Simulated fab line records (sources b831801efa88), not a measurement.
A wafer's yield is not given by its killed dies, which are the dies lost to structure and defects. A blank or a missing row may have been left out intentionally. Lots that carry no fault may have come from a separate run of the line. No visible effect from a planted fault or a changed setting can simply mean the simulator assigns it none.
Comparing a struck lot with a sound one ; flow sky130 ; 16 steps out of a route of 708
Sound: these wafers, L808.2, L808.4, L808.5. The struck wafers were L805.2, L805.4, L805.6. The cause is named last.
Order at every step that has rows: each side's tool, ch and its chambers, its first start. Under that, the readings that differ: sound wafers ; struck wafers ; difference of the means ; sigmas: that difference in standard deviations of wafers without a fault.
alike: readings with means less than 2 such deviations apart, plus words and numbers identical on both sides. not compared: withheld readings, readings lacking a value on some wafer, bounds such as >300 that could conceal the same value, and numbers that have no deviation in the record and whose values overlap.
A row with sigmas, a row that says differs or no value, or rows on one side alone: a step with any of these is where the two part. When numbers do not overlap yet have no deviation, they are printed without sigmas and do not part them. A reading missing from all wafers of one side parts the sides only when that side holds two or more wafers.

SKY_VIA3_CMP_02: polishes SiO2.
  sound on cmp-02 ch 0,1,3, day 43 09:25; struck on cmp-01 ch 0,2, day 42 12:40
  alike: motor_current_A, retaining_ring_pressure_frac, slurry_filter_dp_kPa
SKY_VIA3_BOW_MEAS_03:
  sound: film_metro-02 at day 43 09:44; struck: film_metro-01 at day 42 12:56
  alike: VIA3_BOW
then, 8 steps without rows for these wafers: SKY_VIA3_DEHYDRATE_04 (time 60 s); SKY_VIA3_HMDS_05 (prime time 60 s); SKY_VIA3_COAT_06 (resist thk 60 nm); SKY_VIA3_COAT_07 (resist thk 450 nm); SKY_VIA3_SOFTBAKE_08 (time 90 s); SKY_VIA3_EXPOSE_09 (exposes mask VIM3, target cd 200 nm); SKY_VIA3_PEB_10; SKY_VIA3_DEVELOP_11 (develop time 60 s).
SKY_VIA3_CD_MEAS_12: target cd 200 nm.
  sound: cd_sem-02 at day 44 08:43; struck: cd_sem-02 at day 43 12:34
  alike: cd_nm
SKY_VIA3_OVL_MEAS_13:
  sound: overlay-01 at day 44 08:50; struck: overlay-02 at day 43 12:40
  alike: VIA3_OVL
SKY_VIA3_ETCH_14: etches BARC in N2/H2, stops on SiO2, time 45.9 s, target depth 60 nm.
  sound on rie_diel-02 ch 0,3, day 44 08:52; struck on rie_diel-04 ch 1,2, day 43 12:41
reading;sound;struck;difference;sigmas
oes_product_au (a.u.);0.850 0.857 0.854;0.933 0.930 0.944;+0.082;+17
run_length_s (s);73.7 73.9 74.2;70.0 70.1 69.7;-4.0;-10
model.KrF-thick_of_VIA3_COAT_07.thk_nm (nm);392.7 392.9 392.2;396.6 395.2 396.1;+3.4;
  alike: drypump_motor_current_A, throttle_valve_pct
  not compared: rf_hours_counter_h
SKY_VIA3_ETCH_15: etches SiO2 in C4F8/O2/Ar, stops on TiN, target depth 507 nm, time 78 s.
  sound on rie_diel-02 ch 0,3, day 44 08:54; struck on rie_diel-04 ch 1,2, day 43 12:44
reading;sound;struck;difference;sigmas
run_length_s (s);106.0 105.8 105.6;106.6 106.3 106.8;+0.8;+2
model.KrF-thick_of_VIA3_COAT_07.thk_nm (nm);291.6 292.4 291.2;295.3 293.2 295.4;+2.9;
  alike: oes_product_au
  not compared: rf_hours_counter_h
SKY_VIA3_STRIP_16: strips in O2/N2.
  sound on plasma_asher-04 ch 0, day 44 08:58; struck on plasma_asher-04 ch 1, day 43 12:47
reading;sound;struck;difference;sigmas
drypump_motor_current_A (A);4.7 4.7 4.7;5.9 5.8 5.8;+1.1;+2
  alike: o2_flow_sccm, oes_product_au, strip_time_to_endpoint_s
  not compared: rf_hours_counter_h
SKY_PAD_OPEN_PROBE_99:
  sound wafers here have rows in the record (prober-01, day 49 14:58); struck ones have none

== WHERE THEY PART ==
At SKY_VIA3_ETCH_14 first; at SKY_PAD_OPEN_PROBE_99 last (within this record only).

WHY: the cause the simulator had injected
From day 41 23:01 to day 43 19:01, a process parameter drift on rie_diel-04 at SKY_VIA3_ETCH_14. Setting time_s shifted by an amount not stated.
